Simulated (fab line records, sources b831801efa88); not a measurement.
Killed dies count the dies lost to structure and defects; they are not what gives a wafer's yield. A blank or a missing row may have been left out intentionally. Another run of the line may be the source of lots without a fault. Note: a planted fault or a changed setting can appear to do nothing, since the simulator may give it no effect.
The tool behind it: which one? ; flow sky130 ; Sampling: 7 lots, 21 wafers, 2 of 708 route steps

WHAT THE GAUGES SHOWED, per wafer
SKY_VIA1_THK_MEAS_01.
lot;measured;on;VIA1_HDPCVD_THK (nm)
L314;day 34 20:04;film-metro-01;1038 1032 1050
L315;day 35 04:56;film-metro-03;1048 1045 1038
L320;day 37 06:12;film-metro-01;1817 1799 1812
L322;day 37 17:10;film-metro-03;1793 1805 1822
L328;day 39 14:58;film-metro-02;1050 1034 1032
L332;day 40 10:30;film-metro-01;1023 1031 1028
L334;day 40 19:27;film-metro-01;1037 1045 1033

WHICH TOOL RAN EACH LOT (tool, then ch and the chambers of the sampled wafers, then the start)
lot;SKY_VIA1_HDPCVD_00
L314;hdpcvd-02 ch 0,1,2, day 34 19:56
L315;hdpcvd-01 ch 1,2, day 35 04:49
L320;hdpcvd-02 ch 0,1,2, day 37 06:04
L322;hdpcvd-02 ch 0,1,2, day 37 17:03
L328;hdpcvd-01 ch 0,1, day 39 14:51
L332;hdpcvd-01 ch 0,1,2, day 40 10:23
L334;hdpcvd-02 ch 0,2, day 40 19:20
- SKY_VIA1_HDPCVD_00: deposits SiO2, target thk 1030 nm, time 171.7 s.

THE ANSWER, worked out from the rows above alone
Rule: the lots themselves supply what counts as usual. The widest of any qualifying gaps counts: lots, ordered by their means at a reading, are off when they make up no more than a third of the lots, leave a main group of 4 or more, and stand apart from it by 3 or more times the standard deviation of that group's means. If all means in a main group match to the digits the tables above print for the reading, that group is not used. A lot without any number at a reading at which 4 lots or more have one is off too. The other lots that the step has rows for count as sound.
Off: at SKY_VIA1_THK_MEAS_01 (VIA1_HDPCVD_THK), L320, L322. The main group has a mean of 1038 nm with a standard deviation of 5.5.
If a tool, at a process step before that reading, ran all the lots that are off and no sound lot after the first of them, it fits. The gauges at SKY_VIA1_THK_MEAS_01 are tried like those tools. No candidate that was tried fits.

WHAT THE SIMULATOR HAD INSERTED
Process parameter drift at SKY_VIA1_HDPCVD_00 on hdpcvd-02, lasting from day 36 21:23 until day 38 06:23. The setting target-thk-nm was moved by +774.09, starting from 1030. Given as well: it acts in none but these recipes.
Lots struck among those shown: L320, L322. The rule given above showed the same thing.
